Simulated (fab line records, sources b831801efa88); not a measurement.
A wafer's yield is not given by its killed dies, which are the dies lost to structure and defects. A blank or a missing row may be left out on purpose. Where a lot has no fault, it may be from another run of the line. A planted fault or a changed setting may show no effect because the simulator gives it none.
fab line records	flow gf180mcu	part 1 of 2: steps 1 to 23 of 33
[record] lots = 5	wafers = 15	last-day = 34
route steps=602 shown CONTACT@309 M1@315 V1@335
lots untouched by any fault: they come from a run of this same line in which no faults occurred
start-h: start of the lot's first displayed wafer, in hours after the record's first day	wait-h: hours elapsed since this lot's preceding step	" the same as in the row above	L1.1+2: several wafers, shown together as one row	- no value, or no start was given	* or withheld: withheld	< > ~ a bound
route shown NAME@n: a module of which the file shows steps, and the number in the route of the first	usual: mean and standard deviation over wafers with no fault	same: alike in all rows	chamber/n: place in a boat	sites: per-site readings	_std_site: standard deviation across them	_edge_site: mean of outer sites minus mean of inner sites	radius-mm: for every site, how far away it sits from the centre of the wafer	mask NAME#n: copy n	behind: the most recent tool/chamber to have shaped the wafer	hold: why the lot was held/for how many hours/how that ended	device: transistor that didn't switch, given as n, p or np	end of line: tests run on the same wafers once the route is complete	a step with no rows: only its recipe	killed: dies lost to structure and defects at the first sort, not the wafer's yield	map: a wafer's dies, x killed, . not, _ none there
set.NAME: the setting as run; set.NAME@STEP: as run at that earlier step	model.NAME: the simulator's own value behind a step, which no gauge read
lots at some steps of the route; a table a step, a row a wafer
services: a tool's chamber out of use, with start hour (start-h, from the record's first day; less than 0 if before it), hours out, and reason
[[steps]]
[step GF_CONTACT_SPUTTER_22]
[recipe] material = Ti	target-thk-nm = 15	chamber-pressure-pa = 5	power-w = 2500	substrate-temp-c = 200	time-s = 80.02
[usual] throttle-valve-pct = 29.7/1.2
lot.wafer	tool	chamber	start-h	wait-h	throttle-valve-pct
L075.1	pvd-sputter-04	-	371.14	0.0	29.0
L075.4	"	-	"	"	29.5
L075.6	"	-	"	"	29.6
L076.1	pvd-sputter-01	-	385.87	0.0	28.0
L076.2	"	-	"	"	29.7
L076.3	"	-	"	"	29.7
L087.2	pvd-sputter-01	-	480.86	0.0	29.6
L087.5	"	-	"	"	29.9
L087.6	"	-	"	"	27.9
L091.1	pvd-sputter-03	-	512.09	0.0	30.6
L091.4	"	-	"	"	29.1
L091.5	"	-	"	"	29.0
L094.2	pvd-sputter-01	-	538.09	0.0	27.9
L094.4	"	-	"	"	30.3
L094.6	"	-	"	"	29.6
[step GF_CONTACT_SPUTTER_23]
[recipe] material = TiN	target-thk-nm = 10	chamber-pressure-pa = 5	power-w = 4000	time-s = 40
[usual] throttle-valve-pct = 29.7/1.3
lot.wafer	tool	chamber	start-h	wait-h	throttle-valve-pct
L075.1	pvd-sputter-04	-	371.20	0.0	29.3
L075.4	"	-	"	"	29.3
L075.6	"	-	"	"	29.3
L076.1	pvd-sputter-01	-	385.93	0.0	28.1
L076.2	"	-	"	"	29.7
L076.3	"	-	"	"	29.7
L087.2	pvd-sputter-01	-	480.92	0.0	29.7
L087.5	"	-	"	"	29.7
L087.6	"	-	"	"	28.0
L091.1	pvd-sputter-03	-	512.15	0.0	30.6
L091.4	"	-	"	"	28.9
L091.5	"	-	"	"	28.9
L094.2	pvd-sputter-01	-	538.15	0.0	27.7
L094.4	"	-	"	"	30.4
L094.6	"	-	"	"	29.3
[step GF_CONTACT_CVD_24]
[recipe] material = W	target-thk-nm = 300	time-s = 90.339	temp-c = 400	pressure-torr = 40
[usual] heater-power-w = 883/120
lot.wafer	tool	chamber	start-h	wait-h	heater-power-w
L075.1	cvd-w-01	1	371.24	0.0	894
L075.4	"	0	"	"	688
L075.6	"	0	"	"	674
L076.1	cvd-w-01	1	385.97	0.0	873
L076.2	"	0	"	"	674
L076.3	"	0	"	"	685
L087.2	cvd-w-02	0	480.96	0.0	1027
L087.5	"	0	"	"	1040
L087.6	"	1	"	"	884
L091.1	cvd-w-01	1	512.19	0.0	852
L091.4	"	0	"	"	680
L091.5	"	1	"	"	865
L094.2	cvd-w-02	0	538.19	0.0	1017
L094.4	"	0	"	"	1027
L094.6	"	0	"	"	997
[step GF_CONTACT_RS_MEAS_25]
[recipe] thk-meas-gauge = four-point-probe	reads = W_of_CONTACT_CVD_24+TiN_of_CONTACT_SPUTTER_23+Ti_of_CONTACT_SPUTTER_22
[usual] CONTACT_W_RS = 0.384/0.0032
lot.wafer	tool	chamber	start-h	wait-h	CONTACT_W_RS[ohm/sq]
L075.1	film-metro-02	-	371.34	0.1	0.384
L075.4	"	-	"	"	0.386
L075.6	"	-	"	"	0.384
L076.1	film-metro-03	-	386.07	0.1	0.381
L076.2	"	-	"	"	0.382
L076.3	"	-	"	"	0.383
L087.2	film-metro-03	-	481.08	0.1	0.382
L087.5	"	-	"	"	0.380
L087.6	"	-	"	"	0.383
L091.1	film-metro-02	-	512.29	0.1	0.385
L091.4	"	-	"	"	0.387
L091.5	"	-	"	"	0.384
L094.2	film-metro-03	-	538.31	0.1	0.381
L094.4	"	-	"	"	0.382
L094.6	"	-	"	"	0.383
[step GF_CONTACT_THK_MEAS_26]
[recipe] thk-meas-gauge = xrf	reads = W_of_CONTACT_CVD_24
[usual] CONTACT_W_THK = 304/3.7
lot.wafer	tool	chamber	start-h	wait-h	CONTACT_W_THK[nm]
L075.1	film-metro-02	-	371.46	0.1	299
L075.4	"	-	"	"	298
L075.6	"	-	"	"	301
L076.1	film-metro-03	-	386.19	0.1	311
L076.2	"	-	"	"	311
L076.3	"	-	"	"	311
L087.2	film-metro-03	-	481.19	0.1	310
L087.5	"	-	"	"	311
L087.6	"	-	"	"	306
L091.1	film-metro-02	-	512.41	0.1	300
L091.4	"	-	"	"	298
L091.5	"	-	"	"	301
L094.2	film-metro-03	-	538.42	0.1	308
L094.4	"	-	"	"	305
L094.6	"	-	"	"	305
[step GF_CONTACT_CMP_27]
[recipe] stop-on = SiO2	down-force-psi = 3.5	platen-rpm = 60	t-overpolish-s = 15	target-thk-nm = 0	pad-velocity-m-s = 0.94248
[usual] motor-current-A = 11.1/0.89	overpolish-run-s = 15.000/0.0094	slurry-flow-ml-min = 150.0/0.47	time-to-endpoint-s = 73.7/2.8
lot.wafer	tool	chamber	start-h	wait-h	motor-current-A	overpolish-run-s	slurry-flow-ml-min	time-to-endpoint-s
L075.1	cmp-01	0	371.52	0.1	11.3	14.987	150.1	74.9
L075.4	"	1	"	"	9.7	15.004	149.1	71.3
L075.6	"	1	"	"	9.5	15.001	150.5	70.5
L076.2	cmp-02	1	386.25	0.0	9.5	14.987	150.3	71.9
L076.3	"	2	"	"	12.0	15.003	150.2	73.2
L076.1	"	3	"	"	11.0	15.006	149.9	72.5
L087.2	cmp-01	3	481.24	0.0	11.4	14.984	149.2	71.3
L087.5	"	3	"	"	12.3	14.988	149.3	74.3
L087.6	"	0	"	"	11.6	14.972	149.3	74.0
L091.4	cmp-02	2	512.52	0.1	11.5	14.992	150.7	67.1
L091.1	"	3	"	"	10.8	14.992	150.0	68.4
L091.5	"	1	"	"	9.7	15.004	150.0	71.9
L094.2	cmp-02	1	538.52	0.1	10.0	14.992	150.3	76.7
L094.4	"	3	"	"	11.0	15.006	150.0	74.9
L094.6	"	0	"	"	12.2	14.990	149.9	79.0
[step GF_M1_SPUTTER_00]
[recipe] material = Ti	target-thk-nm = 37.5	arriving-ion-energy-ev = 80	substrate-temp-c = 200	chamber-pressure-pa = 2	power-w = 4000	time-s = 155.6
[usual] throttle-valve-pct = 29.9/0.91
lot.wafer	tool	chamber	start-h	wait-h	throttle-valve-pct
L075.1	pvd-sputter-01	-	371.82	0.2	30.1
L075.4	"	-	"	"	29.9
L075.6	"	-	"	"	29.6
L076.1	pvd-sputter-02	-	386.55	0.1	29.8
L076.2	"	-	"	"	30.2
L076.3	"	-	"	"	31.2
L087.2	pvd-sputter-02	-	481.54	0.2	30.5
L087.5	"	-	"	"	30.0
L087.6	"	-	"	"	30.5
L091.1	pvd-sputter-01	-	512.77	0.1	29.7
L091.4	"	-	"	"	30.3
L091.5	"	-	"	"	30.0
L094.2	pvd-sputter-04	-	538.77	0.2	28.5
L094.4	"	-	"	"	29.2
L094.6	"	-	"	"	31.2
[step GF_M1_SPUTTER_01]
[recipe] material = TiN	target-thk-nm = 30	power-w = 6500	time-s = 25	chamber-pressure-pa = 0.4
[usual] throttle-valve-pct = 30.0/0.89
lot.wafer	tool	chamber	start-h	wait-h	throttle-valve-pct
L075.1	pvd-sputter-01	-	371.92	0.1	30.5
L075.4	"	-	"	"	29.7
L075.6	"	-	"	"	29.9
L076.1	pvd-sputter-02	-	386.65	0.1	29.5
L076.2	"	-	"	"	30.3
L076.3	"	-	"	"	31.1
L087.2	pvd-sputter-02	-	481.64	0.1	30.7
L087.5	"	-	"	"	30.0
L087.6	"	-	"	"	30.6
L091.1	pvd-sputter-01	-	512.87	0.1	29.7
L091.4	"	-	"	"	30.1
L091.5	"	-	"	"	29.6
L094.2	pvd-sputter-04	-	538.87	0.1	28.4
L094.4	"	-	"	"	29.2
L094.6	"	-	"	"	31.1
[step GF_M1_SPUTTER_02]
[recipe] material = AlCu	target-thk-nm = 450	power-w = 10600	time-s = 23.9	chamber-pressure-pa = 0.4
[usual] throttle-valve-pct = 29.9/0.92
lot.wafer	tool	chamber	start-h	wait-h	throttle-valve-pct
L075.1	pvd-sputter-01	-	371.95	0.0	30.4
L075.4	"	-	"	"	29.7
L075.6	"	-	"	"	29.7
L076.1	pvd-sputter-02	-	386.68	0.0	29.9
L076.2	"	-	"	"	30.2
L076.3	"	-	"	"	31.0
L087.2	pvd-sputter-02	-	481.67	0.0	30.9
L087.5	"	-	"	"	29.9
L087.6	"	-	"	"	30.5
L091.1	pvd-sputter-01	-	512.90	0.0	29.8
L091.4	"	-	"	"	30.2
L091.5	"	-	"	"	29.6
L094.2	pvd-sputter-04	-	538.90	0.0	28.4
L094.4	"	-	"	"	29.2
L094.6	"	-	"	"	31.2
[step GF_M1_SPUTTER_03]
[recipe] material = Ti	target-thk-nm = 10	substrate-temp-c = 300	chamber-pressure-pa = 0.3	power-w = 3000	time-s = 6.7
[usual] throttle-valve-pct = 29.9/0.93
lot.wafer	tool	chamber	start-h	wait-h	throttle-valve-pct
L075.1	pvd-sputter-01	-	371.98	0.0	30.2
L075.4	"	-	"	"	29.8
L075.6	"	-	"	"	29.8
L076.1	pvd-sputter-02	-	386.71	0.0	29.8
L076.2	"	-	"	"	30.1
L076.3	"	-	"	"	31.1
L087.2	pvd-sputter-02	-	481.70	0.0	30.6
L087.5	"	-	"	"	29.4
L087.6	"	-	"	"	30.5
L091.1	pvd-sputter-01	-	512.93	0.0	29.7
L091.4	"	-	"	"	30.2
L091.5	"	-	"	"	29.9
L094.2	pvd-sputter-04	-	538.93	0.0	28.4
L094.4	"	-	"	"	29.4
L094.6	"	-	"	"	31.4
[step GF_M1_SPUTTER_04]
[recipe] material = TiN	target-thk-nm = 50	power-w = 6500	time-s = 41.7	chamber-pressure-pa = 0.4
[usual] throttle-valve-pct = 29.9/0.92
lot.wafer	tool	chamber	start-h	wait-h	throttle-valve-pct
L075.1	pvd-sputter-01	-	372.00	0.0	30.2
L075.4	"	-	"	"	29.6
L075.6	"	-	"	"	29.6
L076.1	pvd-sputter-02	-	386.73	0.0	30.0
L076.2	"	-	"	"	30.3
L076.3	"	-	"	"	31.3
L087.2	pvd-sputter-02	-	481.72	0.0	30.4
L087.5	"	-	"	"	29.6
L087.6	"	-	"	"	30.6
L091.1	pvd-sputter-01	-	512.95	0.0	29.6
L091.4	"	-	"	"	30.3
L091.5	"	-	"	"	29.3
L094.2	pvd-sputter-04	-	538.95	0.0	28.3
L094.4	"	-	"	"	29.4
L094.6	"	-	"	"	31.3
[step GF_M1_RS_MEAS_05]
[recipe] thk-meas-gauge = four-point-probe	reads = TiN_of_M1_SPUTTER_04+Ti_of_M1_SPUTTER_03+AlCu_of_M1_SPUTTER_02+TiN_of_M1_SPUTTER_01+Ti_of_M1_SPUTTER_00
[usual] M1_ALCU_RS = 0.0695/0.00076
lot.wafer	tool	chamber	start-h	wait-h	M1_ALCU_RS[ohm/sq]
L075.1	film-metro-02	-	372.04	0.0	0.0695
L075.4	"	-	"	"	0.0698
L075.6	"	-	"	"	0.0689
L076.1	film-metro-01	-	386.77	0.0	0.0693
L076.2	"	-	"	"	0.0693
L076.3	"	-	"	"	0.0694
L087.2	film-metro-04	-	481.78	0.0	0.0693
L087.5	"	-	"	"	0.0702
L087.6	"	-	"	"	0.0695
L091.1	film-metro-02	-	512.99	0.0	0.0709
L091.4	"	-	"	"	0.0699
L091.5	"	-	"	"	0.0708
L094.2	film-metro-01	-	539.01	0.0	0.0689
L094.4	"	-	"	"	0.0688
L094.6	"	-	"	"	0.0682
[step GF_M1_THK_MEAS_06]
[recipe] thk-meas-gauge = xrf	reads = AlCu_of_M1_SPUTTER_02
[usual] M1_ALCU_THK = 449/5.1
lot.wafer	tool	chamber	start-h	wait-h	M1_ALCU_THK[nm]
L075.1	film-metro-02	-	372.16	0.1	448
L075.4	"	-	"	"	446
L075.6	"	-	"	"	450
L076.1	film-metro-01	-	386.89	0.1	449
L076.2	"	-	"	"	448
L076.3	"	-	"	"	449
L087.2	film-metro-04	-	481.89	0.1	456
L087.5	"	-	"	"	449
L087.6	"	-	"	"	453
L091.1	film-metro-02	-	513.11	0.1	439
L091.4	"	-	"	"	446
L091.5	"	-	"	"	439
L094.2	film-metro-01	-	539.12	0.1	449
L094.4	"	-	"	"	454
L094.6	"	-	"	"	458
[step GF_M1_DEHYDRATE_07]
[recipe] temp-c = 200	time-s = 60
[usual] chill-plate-temp-C = 23.01/0.1	resist-line-temp-C = 23.02/0.092
lot.wafer	tool	chamber	start-h	wait-h	chill-plate-temp-C	resist-line-temp-C
L075.1	litho-track-03	0	382.87	10.7	23.07	23.06
L075.4	"	0	"	"	22.94	23.02
L075.6	"	0	"	"	23.16	23.05
L076.1	litho-track-02	0	397.54	10.6	23.20	23.09
L076.2	"	0	"	"	23.09	22.95
L076.3	"	0	"	"	23.12	22.90
L087.2	litho-track-03	0	493.19	11.3	22.84	22.90
L087.5	"	0	"	"	23.01	23.09
L087.6	"	0	"	"	22.83	22.93
L091.1	litho-track-02	0	523.78	10.7	23.19	23.14
L091.4	"	0	"	"	23.13	23.17
L091.5	"	0	"	"	23.17	23.10
L094.2	litho-track-04	0	549.97	10.8	23.01	22.98
L094.4	"	0	"	"	23.01	23.05
L094.6	"	0	"	"	22.85	23.11
[step GF_M1_HMDS_08]
[recipe] prime-time-s = 60	prime-temp-c = 120
[usual] chill-plate-temp-C = 22.99/0.1	prime-temp-c = 120.02/0.16	resist-line-temp-C = 23.00/0.094
lot.wafer	tool	chamber	start-h	wait-h	chill-plate-temp-C	prime-temp-c	resist-line-temp-C
L075.1	litho-track-03	0	383.02	0.1	22.80	120.07	23.04
L075.4	"	0	"	"	22.92	120.24	23.06
L075.6	"	0	"	"	22.88	120.06	23.13
L076.1	litho-track-02	0	397.69	0.1	23.00	119.97	23.08
L076.2	"	0	"	"	23.01	119.74	22.95
L076.3	"	0	"	"	23.08	119.87	22.89
L087.2	litho-track-03	0	493.34	0.1	22.97	119.91	22.87
L087.5	"	0	"	"	22.88	119.86	23.03
L087.6	"	0	"	"	23.10	119.74	22.86
L091.1	litho-track-02	0	523.93	0.1	23.03	120.39	23.19
L091.4	"	0	"	"	23.22	120.14	23.21
L091.5	"	0	"	"	23.08	120.26	23.03
L094.2	litho-track-04	0	550.12	0.1	22.98	119.90	23.07
L094.4	"	0	"	"	22.94	120.14	23.05
L094.6	"	0	"	"	22.95	119.96	23.12
[step GF_M1_COAT_09]
[recipe] resist = KrF	spin-rpm = withheld	resist-thk-nm = 1000
[usual] chill-plate-temp-C = 23.01/0.098	resist-line-temp-C = 22.97/0.098
lot.wafer	tool	chamber	start-h	wait-h	chill-plate-temp-C	resist-line-temp-C
L075.1	litho-track-03	0	383.17	0.1	23.08	22.90
L075.4	"	0	"	"	22.99	22.94
L075.6	"	0	"	"	23.00	23.06
L076.1	litho-track-02	0	397.84	0.1	23.05	22.95
L076.2	"	0	"	"	23.19	22.78
L076.3	"	0	"	"	23.15	22.89
L087.2	litho-track-03	0	493.49	0.1	23.02	23.03
L087.5	"	0	"	"	23.17	22.89
L087.6	"	0	"	"	23.05	23.04
L091.1	litho-track-02	0	524.08	0.1	23.05	23.16
L091.4	"	0	"	"	23.10	22.99
L091.5	"	0	"	"	23.09	23.01
L094.2	litho-track-04	0	550.27	0.1	22.91	22.92
L094.4	"	0	"	"	22.91	23.03
L094.6	"	0	"	"	22.98	22.99
[step GF_M1_SOFTBAKE_10]
[recipe] temp-c = 130	time-s = 60	resist = KrF
[usual] chill-plate-temp-C = 23.02/0.11	resist-line-temp-C = 23.01/0.11
lot.wafer	tool	chamber	start-h	wait-h	chill-plate-temp-C	resist-line-temp-C
L075.1	litho-track-03	0	383.32	0.1	22.96	22.86
L075.4	"	0	"	"	22.93	22.85
L075.6	"	0	"	"	22.93	22.92
L076.1	litho-track-02	0	397.99	0.1	23.02	22.94
L076.2	"	0	"	"	23.00	23.05
L076.3	"	0	"	"	22.95	23.04
L087.2	litho-track-03	0	493.64	0.1	23.00	23.08
L087.5	"	0	"	"	23.12	23.11
L087.6	"	0	"	"	23.11	23.12
L091.1	litho-track-02	0	524.23	0.1	22.90	22.70
L091.4	"	0	"	"	22.88	22.85
L091.5	"	0	"	"	22.94	22.90
L094.2	litho-track-04	0	550.42	0.1	23.11	22.95
L094.4	"	0	"	"	23.08	22.99
L094.6	"	0	"	"	23.05	22.86
[step GF_M1_EXPOSE_11]
[recipe] mask-id = Metal1	target-cd-nm = 230	na = 0.68	source-shape = conventional	sigma-outer = 0.6	dose-mj = 28.27
[usual] stage-vel-mm-s = 500.02/0.26
lot.wafer	tool	chamber	start-h	wait-h	mask	stage-vel-mm-s
L075.1	krf-scanner-01	0	-	-	Metal1#0	499.59
L075.4	"	0	"	"	Metal1#0	499.84
L075.6	"	0	"	"	Metal1#0	499.53
L076.1	krf-scanner-01	0	-	-	Metal1#0	499.56
L076.2	"	0	"	"	Metal1#0	500.11
L076.3	"	0	"	"	Metal1#0	499.94
L087.2	krf-scanner-02	0	-	-	Metal1#0	499.88
L087.5	"	0	"	"	Metal1#0	499.98
L087.6	"	0	"	"	Metal1#0	500.53
L091.1	krf-scanner-02	0	-	-	Metal1#0	499.95
L091.4	"	0	"	"	Metal1#0	499.93
L091.5	"	0	"	"	Metal1#0	500.23
L094.2	krf-scanner-01	0	-	-	Metal1#0	500.56
L094.4	"	0	"	"	Metal1#0	500.49
L094.6	"	0	"	"	Metal1#0	500.29
[step GF_M1_PEB_12]
[recipe] peb-temp-c = 135	peb-time-s = 90	resist = KrF
[usual] chill-plate-temp-C = 23.03/0.11	resist-line-temp-C = 22.99/0.11
lot.wafer	tool	chamber	start-h	wait-h	chill-plate-temp-C	resist-line-temp-C
L075.1	litho-track-04	0	-	-	22.93	23.08
L075.4	"	0	"	"	23.08	23.01
L075.6	"	0	"	"	23.04	22.97
L076.1	litho-track-02	0	-	-	23.14	22.98
L076.2	"	0	"	"	23.04	23.11
L076.3	"	0	"	"	23.18	23.19
L087.2	litho-track-04	0	-	-	23.18	22.94
L087.5	"	0	"	"	23.18	22.84
L087.6	"	0	"	"	23.14	23.07
L091.1	litho-track-02	0	-	-	23.12	23.04
L091.4	"	0	"	"	23.20	22.89
L091.5	"	0	"	"	23.22	22.97
L094.2	litho-track-03	0	-	-	23.08	23.01
L094.4	"	0	"	"	23.07	23.06
L094.6	"	0	"	"	22.94	23.02
[step GF_M1_DEVELOP_13]
[recipe] develop-time-s = 60	dev-temp-c = 21
[usual] chill-plate-temp-C = 22.99/0.11	resist-line-temp-C = 23.02/0.1
lot.wafer	tool	chamber	start-h	wait-h	chill-plate-temp-C	resist-line-temp-C
L075.1	litho-track-04	0	394.25	0.2	23.10	22.99
L075.4	"	0	"	"	22.81	22.93
L075.6	"	0	"	"	22.82	23.07
L076.1	litho-track-02	0	409.89	0.2	23.08	23.08
L076.2	"	0	"	"	23.06	23.10
L076.3	"	0	"	"	23.04	23.02
L087.2	litho-track-04	0	505.12	0.2	23.05	22.94
L087.5	"	0	"	"	22.94	23.23
L087.6	"	0	"	"	22.97	23.16
L091.1	litho-track-02	0	535.48	0.2	23.00	23.13
L091.4	"	0	"	"	23.09	22.91
L091.5	"	0	"	"	22.95	22.85
L094.2	litho-track-03	0	561.19	0.2	22.98	22.99
L094.4	"	0	"	"	22.97	22.93
L094.6	"	0	"	"	23.06	23.10
[step GF_M1_CD_MEAS_14]
[recipe] target-cd-nm = 230
[usual] cd-nm = 230.3/1.2
lot.wafer	tool	chamber	start-h	wait-h	cd-nm
L075.1	cd-sem-02	-	394.40	0.1	229.9
L075.4	"	-	"	"	228.6
L075.6	"	-	"	"	228.2
L076.1	cd-sem-01	-	410.14	0.2	230.5
L076.2	"	-	"	"	231.8
L076.3	"	-	"	"	231.5
L087.2	cd-sem-01	-	505.27	0.1	229.2
L087.5	"	-	"	"	228.9
L087.6	"	-	"	"	229.0
L091.1	cd-sem-01	-	535.63	0.1	231.9
L091.4	"	-	"	"	229.8
L091.5	"	-	"	"	229.7
L094.2	cd-sem-01	-	561.34	0.1	228.6
L094.4	"	-	"	"	230.3
L094.6	"	-	"	"	229.7
[step GF_M1_OVL_MEAS_15]
[usual] M1_OVL = 5/6.7
lot.wafer	tool	chamber	start-h	wait-h	M1_OVL[nm]
L075.1	overlay-02	-	394.52	0.1	1
L075.4	"	-	"	"	-3
L075.6	"	-	"	"	-5
L076.1	overlay-01	-	410.26	0.1	11
L076.2	"	-	"	"	3
L076.3	"	-	"	"	2
L087.2	overlay-02	-	505.38	0.1	0
L087.5	"	-	"	"	9
L087.6	"	-	"	"	0
L091.1	overlay-02	-	535.75	0.1	0
L091.4	"	-	"	"	8
L091.5	"	-	"	"	1
L094.2	overlay-01	-	561.44	0.1	-3
L094.4	"	-	"	"	-1
L094.6	"	-	"	"	-2
[step GF_M1_METAL_ETCH_16]
[recipe] chemistry = Cl2/BCl3	mask-material = KrF	target-depth-nm = 627.5	stop-on = SiO2	pressure-mtorr = 8	icp-w = 800	bias-w = 140	Cl2_flow_sccm = 80	bcl3-flow-sccm = 40	time-s = 104.6
[usual] bias-w = 140.1/0.4	drypump-motor-current-A = 5.8/0.65	oes-product-au = 0.974/0.0062	throttle-valve-pct = 28.247/0.011
lot.wafer	tool	chamber	start-h	wait-h	bias-w	drypump-motor-current-A	oes-product-au	rf-hours-counter-h	throttle-valve-pct
L075.1	rie-metal-02	0	394.56	0.0	139.8	5.2	0.979	5.0	28.246
L075.4	"	1	"	"	140.2	5.2	0.976	-	28.260
L075.6	"	1	"	"	140.6	5.3	0.977	-	28.237
L076.1	rie-metal-03	1	410.29	0.0	139.8	6.7	0.971	4.0	28.249
L076.2	"	0	"	"	139.9	5.6	0.976	2.1	28.243
L076.3	"	0	"	"	140.1	5.6	0.974	-	28.230
L087.2	rie-metal-03	1	505.41	0.0	140.3	6.7	0.972	6.2	28.254
L087.5	"	0	"	"	140.1	5.5	0.968	-	28.234
L087.6	"	1	"	"	140.4	6.6	0.972	-	28.228
L091.1	rie-metal-03	0	535.79	0.0	139.9	5.6	0.964	5.2	28.256
L091.4	"	1	"	"	139.5	6.7	0.984	-	28.243
L091.5	"	1	"	"	139.5	6.6	0.966	-	28.244
L094.2	rie-metal-04	0	561.47	0.0	140.4	5.2	0.983	10.4	28.244
L094.4	"	1	"	"	140.3	6.7	0.975	-	28.252
L094.6	"	0	"	"	140.3	5.2	0.975	-	28.242
